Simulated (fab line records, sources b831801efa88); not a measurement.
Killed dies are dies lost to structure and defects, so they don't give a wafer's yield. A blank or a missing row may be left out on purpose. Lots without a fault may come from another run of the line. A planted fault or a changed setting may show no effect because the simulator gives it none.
A sampling plan put to the test | flow gf180mcu | one fab line, 72 faults that these records tell of, each judged on the records of the lots that it struck
The plan is the line's own looks: the steps of the route at which a gauge or an inspection reads the wafer and doesn't change it. A look can be judged if struck wafers have a number there and the file gives its usual mean and standard deviation on fault-free wafers. Caught: at a look after the fault's first step, the mean of the struck wafers lies 4 or more of those standard deviations (sigma) from the usual mean. On the tool: the same test on the tool's own readings at the fault's steps. Another recipe on the struck wafers, or a record that is blank for them alone, also counts as caught.

THE FAULTS, as the simulator had put them in
1. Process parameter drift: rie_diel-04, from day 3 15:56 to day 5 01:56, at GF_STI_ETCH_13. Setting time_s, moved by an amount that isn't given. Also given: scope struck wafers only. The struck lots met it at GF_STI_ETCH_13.
2. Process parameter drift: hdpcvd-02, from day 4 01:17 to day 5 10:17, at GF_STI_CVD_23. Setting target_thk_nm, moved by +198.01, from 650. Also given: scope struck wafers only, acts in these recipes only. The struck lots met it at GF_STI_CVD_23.
3. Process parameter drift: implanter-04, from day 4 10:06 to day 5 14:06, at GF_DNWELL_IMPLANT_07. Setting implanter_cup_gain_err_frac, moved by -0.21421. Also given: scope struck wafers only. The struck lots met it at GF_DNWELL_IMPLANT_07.
4. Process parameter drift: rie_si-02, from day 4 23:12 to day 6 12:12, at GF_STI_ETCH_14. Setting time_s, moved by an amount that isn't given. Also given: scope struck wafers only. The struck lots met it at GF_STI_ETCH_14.
5. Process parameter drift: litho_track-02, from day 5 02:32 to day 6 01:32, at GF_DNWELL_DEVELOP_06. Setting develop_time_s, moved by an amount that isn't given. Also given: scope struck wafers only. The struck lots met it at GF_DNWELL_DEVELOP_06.
6. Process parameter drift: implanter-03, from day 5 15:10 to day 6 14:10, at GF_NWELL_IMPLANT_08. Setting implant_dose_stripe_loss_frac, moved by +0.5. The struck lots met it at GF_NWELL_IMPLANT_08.
7. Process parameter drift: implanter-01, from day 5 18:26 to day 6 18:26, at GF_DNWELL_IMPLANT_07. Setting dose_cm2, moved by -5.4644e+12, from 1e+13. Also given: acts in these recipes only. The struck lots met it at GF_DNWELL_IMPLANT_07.
8. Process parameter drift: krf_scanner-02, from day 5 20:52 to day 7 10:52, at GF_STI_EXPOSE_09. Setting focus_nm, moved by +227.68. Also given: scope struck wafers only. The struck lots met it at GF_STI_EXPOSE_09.
9. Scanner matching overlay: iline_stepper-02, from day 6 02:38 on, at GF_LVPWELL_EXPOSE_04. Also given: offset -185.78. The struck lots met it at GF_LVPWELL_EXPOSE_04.
10. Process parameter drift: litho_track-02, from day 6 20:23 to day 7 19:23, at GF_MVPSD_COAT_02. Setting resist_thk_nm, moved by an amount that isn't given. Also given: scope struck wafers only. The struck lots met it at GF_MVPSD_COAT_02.
11. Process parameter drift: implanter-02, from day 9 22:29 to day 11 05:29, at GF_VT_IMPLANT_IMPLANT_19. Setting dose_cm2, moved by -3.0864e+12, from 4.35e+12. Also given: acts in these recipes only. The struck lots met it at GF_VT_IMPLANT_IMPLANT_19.
12. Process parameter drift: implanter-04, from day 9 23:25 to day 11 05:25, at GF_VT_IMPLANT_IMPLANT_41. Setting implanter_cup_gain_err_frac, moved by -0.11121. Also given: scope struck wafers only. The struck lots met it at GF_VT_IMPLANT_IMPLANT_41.
13. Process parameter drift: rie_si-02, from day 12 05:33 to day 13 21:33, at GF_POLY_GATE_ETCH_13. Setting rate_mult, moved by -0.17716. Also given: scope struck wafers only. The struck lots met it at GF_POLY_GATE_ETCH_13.
14. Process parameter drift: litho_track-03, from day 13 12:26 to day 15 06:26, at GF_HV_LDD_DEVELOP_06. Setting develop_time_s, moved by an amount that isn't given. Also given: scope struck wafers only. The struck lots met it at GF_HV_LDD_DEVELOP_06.
15. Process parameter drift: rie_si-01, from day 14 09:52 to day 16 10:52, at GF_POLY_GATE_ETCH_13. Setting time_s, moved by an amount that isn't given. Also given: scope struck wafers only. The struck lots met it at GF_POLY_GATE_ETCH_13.
16. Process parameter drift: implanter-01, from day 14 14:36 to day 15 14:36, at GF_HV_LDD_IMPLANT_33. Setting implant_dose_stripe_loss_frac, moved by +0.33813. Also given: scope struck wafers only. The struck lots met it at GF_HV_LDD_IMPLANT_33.
17. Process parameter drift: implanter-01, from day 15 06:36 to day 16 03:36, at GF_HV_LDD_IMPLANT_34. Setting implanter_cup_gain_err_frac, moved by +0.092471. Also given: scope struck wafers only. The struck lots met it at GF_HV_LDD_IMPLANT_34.
18. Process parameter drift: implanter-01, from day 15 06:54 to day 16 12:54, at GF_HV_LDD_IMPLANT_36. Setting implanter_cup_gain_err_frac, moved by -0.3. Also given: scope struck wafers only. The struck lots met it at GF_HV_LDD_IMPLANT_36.
19. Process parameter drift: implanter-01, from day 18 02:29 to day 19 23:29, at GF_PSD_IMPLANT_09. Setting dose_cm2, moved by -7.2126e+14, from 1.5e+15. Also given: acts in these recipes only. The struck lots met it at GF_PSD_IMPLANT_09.
20. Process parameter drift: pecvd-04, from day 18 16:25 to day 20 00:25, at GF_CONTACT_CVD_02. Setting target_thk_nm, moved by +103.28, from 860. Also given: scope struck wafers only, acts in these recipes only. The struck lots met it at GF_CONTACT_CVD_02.
21. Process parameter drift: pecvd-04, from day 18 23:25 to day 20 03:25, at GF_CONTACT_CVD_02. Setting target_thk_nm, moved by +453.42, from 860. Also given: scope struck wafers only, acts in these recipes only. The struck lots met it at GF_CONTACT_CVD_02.
22. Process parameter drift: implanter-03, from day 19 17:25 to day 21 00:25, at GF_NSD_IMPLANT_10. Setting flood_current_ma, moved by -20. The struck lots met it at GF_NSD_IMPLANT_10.
23. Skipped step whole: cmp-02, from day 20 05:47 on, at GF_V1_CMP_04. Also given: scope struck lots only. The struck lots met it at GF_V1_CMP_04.
24. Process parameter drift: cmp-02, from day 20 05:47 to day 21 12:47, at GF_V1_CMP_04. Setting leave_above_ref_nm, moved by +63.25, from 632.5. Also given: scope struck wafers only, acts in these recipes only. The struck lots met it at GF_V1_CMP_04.
25. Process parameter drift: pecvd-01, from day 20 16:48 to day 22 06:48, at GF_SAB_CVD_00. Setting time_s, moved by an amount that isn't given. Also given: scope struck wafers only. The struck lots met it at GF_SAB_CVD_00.
26. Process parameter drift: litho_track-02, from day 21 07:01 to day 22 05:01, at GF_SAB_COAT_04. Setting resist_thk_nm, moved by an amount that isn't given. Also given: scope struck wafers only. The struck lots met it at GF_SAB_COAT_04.
27. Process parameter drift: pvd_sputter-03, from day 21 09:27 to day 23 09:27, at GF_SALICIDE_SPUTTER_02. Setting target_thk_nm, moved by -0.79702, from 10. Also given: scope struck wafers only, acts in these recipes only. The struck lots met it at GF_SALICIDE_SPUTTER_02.
28. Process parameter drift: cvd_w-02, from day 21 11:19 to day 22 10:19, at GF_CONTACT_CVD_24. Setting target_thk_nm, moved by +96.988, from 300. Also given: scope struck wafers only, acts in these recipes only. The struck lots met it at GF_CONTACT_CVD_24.
29. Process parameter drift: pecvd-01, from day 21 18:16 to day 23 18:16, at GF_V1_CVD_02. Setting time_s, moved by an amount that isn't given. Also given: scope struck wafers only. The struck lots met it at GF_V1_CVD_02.
30. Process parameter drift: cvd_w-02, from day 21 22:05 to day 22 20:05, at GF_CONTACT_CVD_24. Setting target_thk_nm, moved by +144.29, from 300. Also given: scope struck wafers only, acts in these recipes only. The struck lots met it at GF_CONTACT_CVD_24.
31. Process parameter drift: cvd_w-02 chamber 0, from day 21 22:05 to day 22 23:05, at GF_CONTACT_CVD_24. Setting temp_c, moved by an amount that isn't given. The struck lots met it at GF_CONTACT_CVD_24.
32. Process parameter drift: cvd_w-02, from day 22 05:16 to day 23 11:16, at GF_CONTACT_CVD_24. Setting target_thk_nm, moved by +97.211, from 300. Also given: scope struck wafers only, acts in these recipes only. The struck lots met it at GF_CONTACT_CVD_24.
33. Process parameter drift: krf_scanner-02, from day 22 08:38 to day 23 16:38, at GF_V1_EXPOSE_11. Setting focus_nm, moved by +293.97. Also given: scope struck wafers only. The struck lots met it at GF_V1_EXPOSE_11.
34. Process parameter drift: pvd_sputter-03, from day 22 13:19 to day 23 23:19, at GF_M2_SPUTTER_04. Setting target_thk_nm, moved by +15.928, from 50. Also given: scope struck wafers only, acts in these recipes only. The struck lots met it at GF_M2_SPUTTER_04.
35. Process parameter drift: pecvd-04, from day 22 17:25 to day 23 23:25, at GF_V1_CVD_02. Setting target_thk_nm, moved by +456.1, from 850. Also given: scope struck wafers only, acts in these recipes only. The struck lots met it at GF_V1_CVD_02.
36. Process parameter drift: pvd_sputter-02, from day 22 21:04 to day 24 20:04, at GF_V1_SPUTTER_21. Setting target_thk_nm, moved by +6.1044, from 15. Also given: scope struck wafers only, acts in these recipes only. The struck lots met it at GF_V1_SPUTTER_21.
37. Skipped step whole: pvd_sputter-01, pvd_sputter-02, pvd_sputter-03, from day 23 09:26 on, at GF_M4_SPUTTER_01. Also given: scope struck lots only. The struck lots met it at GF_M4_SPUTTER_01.
38. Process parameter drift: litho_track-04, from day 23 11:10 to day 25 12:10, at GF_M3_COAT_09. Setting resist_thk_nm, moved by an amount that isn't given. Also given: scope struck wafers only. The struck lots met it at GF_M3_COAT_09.
39. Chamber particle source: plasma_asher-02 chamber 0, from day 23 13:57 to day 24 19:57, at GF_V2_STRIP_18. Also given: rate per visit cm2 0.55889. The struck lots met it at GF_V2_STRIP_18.
40. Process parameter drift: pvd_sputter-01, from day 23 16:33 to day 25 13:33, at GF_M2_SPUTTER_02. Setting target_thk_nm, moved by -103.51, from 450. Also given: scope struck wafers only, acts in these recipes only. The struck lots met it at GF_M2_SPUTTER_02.
41. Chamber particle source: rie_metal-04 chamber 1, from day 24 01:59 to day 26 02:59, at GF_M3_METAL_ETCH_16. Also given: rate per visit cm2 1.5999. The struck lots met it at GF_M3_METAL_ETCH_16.
42. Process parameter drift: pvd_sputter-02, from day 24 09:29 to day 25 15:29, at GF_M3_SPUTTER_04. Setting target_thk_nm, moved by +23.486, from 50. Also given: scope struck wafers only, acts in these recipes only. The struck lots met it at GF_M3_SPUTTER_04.
43. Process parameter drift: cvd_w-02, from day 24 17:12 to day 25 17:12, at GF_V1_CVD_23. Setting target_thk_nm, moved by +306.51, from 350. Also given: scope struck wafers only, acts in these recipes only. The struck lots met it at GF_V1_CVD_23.
44. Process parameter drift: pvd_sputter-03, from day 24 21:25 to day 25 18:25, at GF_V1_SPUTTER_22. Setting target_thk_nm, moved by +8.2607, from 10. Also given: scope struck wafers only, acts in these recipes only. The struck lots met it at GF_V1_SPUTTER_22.
45. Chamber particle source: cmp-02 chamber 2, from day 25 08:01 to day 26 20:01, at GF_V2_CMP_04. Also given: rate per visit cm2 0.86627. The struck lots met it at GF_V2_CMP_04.
46. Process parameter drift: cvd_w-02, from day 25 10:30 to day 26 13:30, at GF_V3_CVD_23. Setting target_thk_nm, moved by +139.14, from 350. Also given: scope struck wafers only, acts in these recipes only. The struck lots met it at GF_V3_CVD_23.
47. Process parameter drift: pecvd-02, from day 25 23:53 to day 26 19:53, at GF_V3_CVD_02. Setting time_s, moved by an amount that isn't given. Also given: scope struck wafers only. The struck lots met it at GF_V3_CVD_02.
48. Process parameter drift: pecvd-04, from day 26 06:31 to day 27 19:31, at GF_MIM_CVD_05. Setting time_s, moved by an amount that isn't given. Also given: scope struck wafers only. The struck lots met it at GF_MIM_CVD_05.
49. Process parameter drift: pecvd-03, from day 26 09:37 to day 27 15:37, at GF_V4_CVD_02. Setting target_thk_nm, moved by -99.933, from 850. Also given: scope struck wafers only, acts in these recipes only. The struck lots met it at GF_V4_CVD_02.
50. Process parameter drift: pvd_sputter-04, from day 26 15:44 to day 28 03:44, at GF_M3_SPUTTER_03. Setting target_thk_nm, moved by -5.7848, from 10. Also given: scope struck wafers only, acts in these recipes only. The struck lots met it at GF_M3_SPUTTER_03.
51. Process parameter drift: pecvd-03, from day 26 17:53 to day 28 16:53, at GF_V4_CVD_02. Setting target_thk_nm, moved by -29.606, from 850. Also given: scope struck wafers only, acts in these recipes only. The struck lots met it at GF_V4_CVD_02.
52. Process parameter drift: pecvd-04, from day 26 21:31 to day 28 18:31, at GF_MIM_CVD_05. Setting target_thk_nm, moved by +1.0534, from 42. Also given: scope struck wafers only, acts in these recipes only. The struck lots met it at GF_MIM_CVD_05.
53. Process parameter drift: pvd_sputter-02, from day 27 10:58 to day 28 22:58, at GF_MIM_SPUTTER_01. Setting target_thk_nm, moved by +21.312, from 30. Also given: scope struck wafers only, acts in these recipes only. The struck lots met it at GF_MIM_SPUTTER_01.
54. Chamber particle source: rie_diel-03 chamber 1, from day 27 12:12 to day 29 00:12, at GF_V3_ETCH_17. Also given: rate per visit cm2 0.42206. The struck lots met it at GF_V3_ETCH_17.
55. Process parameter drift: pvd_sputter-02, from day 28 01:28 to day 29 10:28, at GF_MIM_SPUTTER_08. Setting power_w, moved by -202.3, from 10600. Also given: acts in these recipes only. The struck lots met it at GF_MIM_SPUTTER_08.
56. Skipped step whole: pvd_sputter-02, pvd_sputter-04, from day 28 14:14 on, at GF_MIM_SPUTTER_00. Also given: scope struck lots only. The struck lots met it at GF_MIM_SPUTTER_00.
57. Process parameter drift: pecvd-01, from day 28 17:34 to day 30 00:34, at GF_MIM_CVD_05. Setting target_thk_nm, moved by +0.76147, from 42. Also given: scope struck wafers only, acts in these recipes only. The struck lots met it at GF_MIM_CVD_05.
58. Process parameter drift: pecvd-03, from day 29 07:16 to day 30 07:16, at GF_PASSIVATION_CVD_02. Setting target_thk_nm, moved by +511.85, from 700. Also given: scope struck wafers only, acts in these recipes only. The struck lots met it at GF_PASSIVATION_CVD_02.
59. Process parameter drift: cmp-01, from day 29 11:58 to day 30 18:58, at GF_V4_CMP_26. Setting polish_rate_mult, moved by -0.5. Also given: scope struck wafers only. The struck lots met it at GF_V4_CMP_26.
60. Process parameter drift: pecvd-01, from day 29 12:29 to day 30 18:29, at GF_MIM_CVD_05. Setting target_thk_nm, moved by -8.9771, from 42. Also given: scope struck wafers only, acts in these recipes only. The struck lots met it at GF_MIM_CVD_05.
61. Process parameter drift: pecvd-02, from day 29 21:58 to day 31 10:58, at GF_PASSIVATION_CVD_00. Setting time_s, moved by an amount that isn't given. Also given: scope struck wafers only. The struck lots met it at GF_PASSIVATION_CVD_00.
62. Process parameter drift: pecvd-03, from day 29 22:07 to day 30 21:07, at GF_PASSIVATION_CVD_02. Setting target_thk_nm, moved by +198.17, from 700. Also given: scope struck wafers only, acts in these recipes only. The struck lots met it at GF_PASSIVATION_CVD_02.
63. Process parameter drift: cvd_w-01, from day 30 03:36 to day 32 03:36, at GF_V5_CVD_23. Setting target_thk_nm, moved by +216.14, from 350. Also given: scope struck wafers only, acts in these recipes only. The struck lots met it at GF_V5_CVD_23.
64. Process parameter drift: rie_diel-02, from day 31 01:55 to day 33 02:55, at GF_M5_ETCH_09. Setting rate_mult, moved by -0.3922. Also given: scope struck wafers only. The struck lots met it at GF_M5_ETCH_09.
65. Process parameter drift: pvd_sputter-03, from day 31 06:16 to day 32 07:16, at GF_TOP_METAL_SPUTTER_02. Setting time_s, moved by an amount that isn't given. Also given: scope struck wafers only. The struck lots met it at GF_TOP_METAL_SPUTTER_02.
66. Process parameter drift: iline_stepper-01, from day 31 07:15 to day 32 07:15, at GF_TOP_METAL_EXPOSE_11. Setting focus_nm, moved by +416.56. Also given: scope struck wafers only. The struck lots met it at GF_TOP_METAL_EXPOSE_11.
67. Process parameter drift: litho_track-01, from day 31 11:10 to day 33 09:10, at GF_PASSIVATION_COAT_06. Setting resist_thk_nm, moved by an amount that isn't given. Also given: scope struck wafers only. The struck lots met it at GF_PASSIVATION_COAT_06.
68. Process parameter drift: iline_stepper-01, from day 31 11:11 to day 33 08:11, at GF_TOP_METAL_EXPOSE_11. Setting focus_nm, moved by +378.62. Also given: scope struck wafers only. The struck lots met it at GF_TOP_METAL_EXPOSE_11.
69. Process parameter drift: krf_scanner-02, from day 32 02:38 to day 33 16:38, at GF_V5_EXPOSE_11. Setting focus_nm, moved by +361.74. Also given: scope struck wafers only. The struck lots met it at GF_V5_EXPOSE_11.
70. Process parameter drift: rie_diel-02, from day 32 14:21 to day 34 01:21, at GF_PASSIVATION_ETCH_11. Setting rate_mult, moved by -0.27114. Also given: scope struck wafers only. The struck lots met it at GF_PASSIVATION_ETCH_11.
71. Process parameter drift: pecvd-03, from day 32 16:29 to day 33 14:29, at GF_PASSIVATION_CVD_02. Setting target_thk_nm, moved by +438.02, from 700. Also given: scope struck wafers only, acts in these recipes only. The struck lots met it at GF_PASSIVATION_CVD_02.
72. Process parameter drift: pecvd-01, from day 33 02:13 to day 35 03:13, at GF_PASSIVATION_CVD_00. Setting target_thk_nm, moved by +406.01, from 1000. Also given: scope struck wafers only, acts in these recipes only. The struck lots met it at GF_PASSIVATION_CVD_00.

WHAT THE PLAN SAW
fault | on the tool itself                               | first look that catches it                      | reading, sigma                                                        | median hours from its first step to that look | hours from the fault's start to the first struck lot there | judged looks passed uncaught
1     | run_length_s -64 sigma                           | not the one look that can be judged after it    | -                                                                     | -                                             | -                                                          | 1
2     | under 2 sigma                                    | GF_STI_THK_MEAS_24                              | STI_CVD_23_THK +28                                                    | 0.1                                           | 5                                                          | 0
3     | beam_on_s +15 sigma                              | GF_DNWELL_TW_MEAS_09                            | DNWELL_TW +7.0                                                        | 0.2                                           | 2                                                          | 0
4     | run_length_s -23 sigma                           | none of the 2 looks that can be judged after it | -                                                                     | -                                             | -                                                          | 2
5     | no reading that can be judged                    | none of the 5 looks that can be judged after it | -                                                                     | -                                             | -                                                          | 5
6     | no reading that can be judged                    | GF_NWELL_TW_MEAS_11                             | NWELL_TW -9.2                                                         | 0.4                                           | 5                                                          | 0
7     | dose_ions_cm2 -99 or beyond sigma                | GF_DNWELL_TW_MEAS_09                            | DNWELL_TW -21                                                         | 0.2                                           | 3                                                          | 0
8     | under 2 sigma                                    | GF_STI_CD_MEAS_12                               | cd_nm -12                                                             | 7.2                                           | 16                                                         | 0
9     | no reading that can be judged                    | GF_LVPWELL_OVL_MEAS_07                          | LVPWELL_OVL -99 or beyond                                             | 7.9                                           | 25                                                         | 0
10    | under 2 sigma                                    | none of the 2 looks that can be judged after it | -                                                                     | -                                             | -                                                          | 2
11    | dose_ions_cm2 -99 or beyond sigma                | GF_VT_IMPLANT_TW_MEAS_21                        | VT_IMPLANT_2_TW -35                                                   | 0.2                                           | 7                                                          | 0
12    | beam_on_s +6.0 sigma                             | GF_VT_IMPLANT_TW_MEAS_43                        | VT_IMPLANT_4_TW +4.1                                                  | 0.2                                           | 8                                                          | 0
13    | oes_product_au -15 sigma                         | no look after it can be judged                  | -                                                                     | -                                             | -                                                          | 0
14    | no reading that can be judged                    | GF_HV_LDD_CD_MEAS_07                            | cd_nm -10                                                             | 0.1                                           | 12                                                         | 0
15    | run_length_s -27 sigma                           | no look after it can be judged                  | -                                                                     | -                                             | -                                                          | 0
16    | under 2 sigma                                    | none of the 2 looks that can be judged after it | strongest: HV_LDD_RS at GF_HV_LDD_RS_MEAS_53, +3.4                    | -                                             | -                                                          | 2
17    | faraday_current_uA +4.4 sigma                    | no look after it can be judged                  | -                                                                     | -                                             | -                                                          | 0
18    | beam_on_s +21 sigma                              | GF_HV_LDD_RS_MEAS_53                            | HV_LDD_RS -7.3                                                        | 23.1                                          | 27                                                         | 2
19    | dose_ions_cm2 -99 or beyond sigma                | GF_PSD_TW_MEAS_11                               | PSD_TW -17                                                            | 0.2                                           | 8                                                          | 0
20    | under 2 sigma                                    | GF_CONTACT_THK_MEAS_03                          | CONTACT_CVD_02_THK +10                                                | 0.1                                           | 4                                                          | 0
21    | under 2 sigma                                    | GF_CONTACT_THK_MEAS_03                          | CONTACT_CVD_02_THK +46                                                | 0.1                                           | 4                                                          | 0
22    | no reading that can be judged                    | none of the 9 looks that can be judged after it | -                                                                     | -                                             | -                                                          | 9
23    | the tool's record is blank for the struck wafers | no look after it can be judged                  | -                                                                     | -                                             | -                                                          | 0
24    | only faintly: time_to_endpoint_s -3.9 sigma      | no look after it can be judged                  | -                                                                     | -                                             | -                                                          | 0
25    | under 2 sigma                                    | GF_SAB_THK_MEAS_01                              | SAB_CVD_00_THK -14                                                    | 0.0                                           | 6                                                          | 0
26    | under 2 sigma                                    | none of the 2 looks that can be judged after it | -                                                                     | -                                             | -                                                          | 2
27    | under 2 sigma                                    | GF_SALICIDE_RS_MEAS_04                          | SALICIDE_TIN_RS +4.5                                                  | 0.1                                           | 2                                                          | 0
28    | under 2 sigma                                    | GF_CONTACT_RS_MEAS_25                           | CONTACT_W_RS -20                                                      | 0.1                                           | 14                                                         | 0
29    | run_length_s -24 sigma                           | GF_V1_THK_MEAS_03                               | V1_CVD_02_THK -7.8                                                    | 0.1                                           | 32                                                         | 0
30    | under 2 sigma                                    | GF_CONTACT_RS_MEAS_25                           | CONTACT_W_RS -27                                                      | 0.1                                           | 11                                                         | 0
31    | susceptor_temp_C -99 or beyond sigma             | GF_CONTACT_RS_MEAS_25                           | CONTACT_W_RS +46                                                      | 0.1                                           | 4                                                          | 0
32    | under 2 sigma                                    | GF_CONTACT_RS_MEAS_25                           | CONTACT_W_RS -20                                                      | 0.1                                           | 4                                                          | 0
33    | under 2 sigma                                    | GF_V1_CD_MEAS_14                                | cd_nm +4.8                                                            | 11.4                                          | 16                                                         | 0
34    | under 2 sigma                                    | not the one look that can be judged after it    | strongest: M2_ALCU_THK at GF_M2_THK_MEAS_06, -3.5                     | -                                             | -                                                          | 1
35    | under 2 sigma                                    | GF_V1_THK_MEAS_03                               | V1_CVD_02_THK +41                                                     | 0.1                                           | 16                                                         | 0
36    | under 2 sigma                                    | no look after it can be judged                  | -                                                                     | -                                             | -                                                          | 0
37    | the tool's record is blank for the struck wafers | no look after it can be judged                  | -                                                                     | -                                             | -                                                          | 0
38    | no reading that can be judged                    | no look after it can be judged                  | -                                                                     | -                                             | -                                                          | 0
39    | under 2 sigma                                    | none of the 2 looks that can be judged after it | -                                                                     | -                                             | -                                                          | 2
40    | under 2 sigma                                    | GF_M2_RS_MEAS_05                                | M2_ALCU_RS +25                                                        | 0.1                                           | 10                                                         | 0
41    | under 2 sigma                                    | not the one look that can be judged after it    | -                                                                     | -                                             | -                                                          | 1
42    | under 2 sigma                                    | GF_M3_THK_MEAS_06                               | M3_ALCU_THK -4.5                                                      | 0.2                                           | 15                                                         | 0
43    | under 2 sigma                                    | GF_V1_RS_MEAS_24                                | V1_W_RS -42                                                           | 0.1                                           | 1                                                          | 0
44    | under 2 sigma                                    | no look after it can be judged                  | -                                                                     | -                                             | -                                                          | 0
45    | only faintly: motor_current_A +2.2 sigma         | not the one look that can be judged after it    | -                                                                     | -                                             | -                                                          | 1
46    | under 2 sigma                                    | GF_V3_RS_MEAS_24                                | V3_W_RS -22                                                           | 0.1                                           | 6                                                          | 0
47    | run_length_s -23 sigma                           | GF_V3_THK_MEAS_03                               | V3_CVD_02_THK -10                                                     | 0.1                                           | 2                                                          | 0
48    | run_length_s -4.0 sigma                          | GF_MIM_THK_MEAS_06                              | MIM_CVD_05_THK -4.4                                                   | 0.1                                           | 10                                                         | 0
49    | under 2 sigma                                    | GF_V4_THK_MEAS_03                               | V4_CVD_02_THK -8.5                                                    | 0.1                                           | 6                                                          | 0
50    | under 2 sigma                                    | no look after it can be judged                  | -                                                                     | -                                             | -                                                          | 0
51    | under 2 sigma                                    | not the one look that can be judged after it    | -                                                                     | -                                             | -                                                          | 1
52    | under 2 sigma                                    | none of the 5 looks that can be judged after it | -                                                                     | -                                             | -                                                          | 5
53    | under 2 sigma                                    | no look after it can be judged                  | -                                                                     | -                                             | -                                                          | 0
54    | under 2 sigma                                    | no look after it can be judged                  | -                                                                     | -                                             | -                                                          | 0
55    | cathode_dc_power_W -99 or beyond sigma           | none of the 2 looks that can be judged after it | strongest: MIM_ALCU_THK at GF_MIM_THK_MEAS_11, -2.8                   | -                                             | -                                                          | 2
56    | the tool's record is blank for the struck wafers | no look after it can be judged                  | -                                                                     | -                                             | -                                                          | 0
57    | only faintly: heater_power_w -2.5 sigma          | none of the 3 looks that can be judged after it | -                                                                     | -                                             | -                                                          | 3
58    | under 2 sigma                                    | GF_PASSIVATION_THK_MEAS_03                      | PASSIVATION_CVD_02_THK +52                                            | 0.3                                           | 3                                                          | 0
59    | overpolish_run_s -99 or beyond sigma             | no look after it can be judged                  | -                                                                     | -                                             | -                                                          | 0
60    | under 2 sigma                                    | GF_MIM_THK_MEAS_06                              | MIM_CVD_05_THK -18                                                    | 0.0                                           | 1                                                          | 0
61    | run_length_s +8.6 sigma                          | not the one look that can be judged after it    | strongest: PASSIVATION_CVD_00_THK at GF_PASSIVATION_THK_MEAS_01, +3.4 | -                                             | -                                                          | 1
62    | under 2 sigma                                    | GF_PASSIVATION_THK_MEAS_03                      | PASSIVATION_CVD_02_THK +19                                            | 0.3                                           | 6                                                          | 0
63    | under 2 sigma                                    | GF_V5_RS_MEAS_24                                | V5_W_RS -37                                                           | 0.1                                           | 18                                                         | 0
64    | oes_product_au -27 sigma                         | no look after it can be judged                  | -                                                                     | -                                             | -                                                          | 0
65    | under 2 sigma                                    | GF_TOP_METAL_RS_MEAS_05                         | TOP_METAL_ALCU_RS +17                                                 | 0.1                                           | 1                                                          | 0
66    | under 2 sigma                                    | GF_TOP_METAL_CD_MEAS_14                         | cd_nm -8.0                                                            | 9.3                                           | 10                                                         | 0
67    | under 2 sigma                                    | no look after it can be judged                  | -                                                                     | -                                             | -                                                          | 0
68    | under 2 sigma                                    | GF_TOP_METAL_CD_MEAS_14                         | cd_nm -8.3                                                            | 8.6                                           | 28                                                         | 0
69    | no reading that can be judged                    | GF_V5_CD_MEAS_14                                | cd_nm +4.9                                                            | 7.7                                           | 10                                                         | 0
70    | oes_product_au -27 sigma                         | no look after it can be judged                  | -                                                                     | -                                             | -                                                          | 0
71    | under 2 sigma                                    | GF_PASSIVATION_THK_MEAS_03                      | PASSIVATION_CVD_02_THK +45                                            | 0.3                                           | 1                                                          | 0
72    | under 2 sigma                                    | GF_PASSIVATION_THK_MEAS_01                      | PASSIVATION_CVD_00_THK +29                                            | 0.1                                           | 9                                                          | 0
A dash: the fault isn't caught, or these records don't give the number.

Caught at a look: 39 of 72. Caught on the tool: 23 of 72. By one or the other: 52 of 72.
Caught on the tool alone: faults 1, 4, 13, 15, 17, 23, 37, 55, 56, 59, 61, 64, 70.
Caught at a look alone: faults 2, 6, 8, 9, 14, 20, 21, 25, 27, 28, 30, 32, 33, 35, 40, 42, 43, 46, 49, 58, 60, 62, 63, 65, 66, 68, 69, 71, 72.
Caught by neither: faults 5, 10, 16, 22, 24, 26, 34, 36, 38, 39, 41, 44, 45, 50, 51, 52, 53, 54, 57, 67.

THINNER SAMPLING
If the look that catches a fault measured only every second or every third lot, by lot number, the first struck lot would be measured this late in the worst case:
fault | struck lots at that look, in order of time | every lot | every second lot | every third lot
2     | L310, L311, L313                           | 5 h       | 11 h             | may miss all 3
3     | L289, L290                                 | 2 h       | 10 h             | may miss all 2
6     | L929, L930, L931                           | 5 h       | 10 h             | 16 h
7     | L321, L322                                 | 3 h       | 8 h              | may miss all 2
8     | L522, L523                                 | 16 h      | 22 h             | may miss all 2
9     | L905, L906                                 | 25 h      | 31 h             | may miss all 2
11    | L879, L881, L882                           | 7 h       | 24 h             | may miss all 3
12    | L369, L370                                 | 8 h       | 16 h             | may miss all 2
14    | L642, L645, L646                           | 12 h      | 35 h             | may miss all 3
18    | L916, L918                                 | 27 h      | may miss all 2   | may miss all 2
19    | L842, L845                                 | 8 h       | 38 h             | may miss all 2
20    | L204, L205, L206                           | 4 h       | 11 h             | 20 h
21    | L174, L175                                 | 4 h       | 13 h             | may miss all 2
25    | L444, L445, L447                           | 6 h       | 10 h             | may miss all 3
27    | L721, L723                                 | 2 h       | may miss all 2   | may miss all 2
28    | L620                                       | 14 h      | may miss it      | may miss it
29    | L369                                       | 32 h      | may miss it      | may miss it
30    | L808, L809                                 | 11 h      | 14 h             | may miss all 2
31    | L795, L796                                 | 4 h       | 11 h             | may miss all 2
32    | L274, L275, L277                           | 4 h       | 7 h              | may miss all 3
33    | L464                                       | 16 h      | may miss it      | may miss it
35    | L223, L225                                 | 16 h      | may miss all 2   | may miss all 2
40    | L429, L430                                 | 10 h      | 25 h             | may miss all 2
42    | L518, L519                                 | 15 h      | 18 h             | may miss all 2
43    | L931, L933                                 | 1 h       | may miss all 2   | may miss all 2
46    | L977, L978                                 | 6 h       | 7 h              | may miss all 2
47    | L455, L456                                 | 2 h       | 18 h             | may miss all 2
48    | L714, L718                                 | 10 h      | may miss all 2   | may miss all 2
49    | L850, L853                                 | 6 h       | 27 h             | may miss all 2
58    | L551, L552                                 | 3 h       | 10 h             | may miss all 2
60    | L522, L523, L525                           | 1 h       | 15 h             | may miss all 3
62    | L143, L144                                 | 6 h       | 15 h             | may miss all 2
63    | L946                                       | 18 h      | may miss it      | may miss it
65    | L325, L326                                 | 1 h       | 16 h             | may miss all 2
66    | L418                                       | 10 h      | may miss it      | may miss it
68    | L142                                       | 28 h      | may miss it      | may miss it
69    | L308, L311, L313                           | 10 h      | 26 h             | may miss all 3
71    | L150, L152                                 | 1 h       | may miss all 2   | may miss all 2
72    | L550, L553                                 | 9 h       | 21 h             | may miss all 2
Hours are from the fault's start to the first struck lot that is measured. The limit of 4 sigma was tested on all struck wafers together, so one lot alone may lie under it. Other struck lots may not be in these records.

THE LONGEST TIMED WAY FROM STEP TO LOOK
Fault 18: a median of 23.1 hours passes between GF_HV_LDD_IMPLANT_36 and GF_HV_LDD_RS_MEAS_53. The looks between them that can be judged stayed within 4 sigma: GF_HV_LDD_TW_MEAS_38, GF_HV_LDD_CD_MEAS_46.
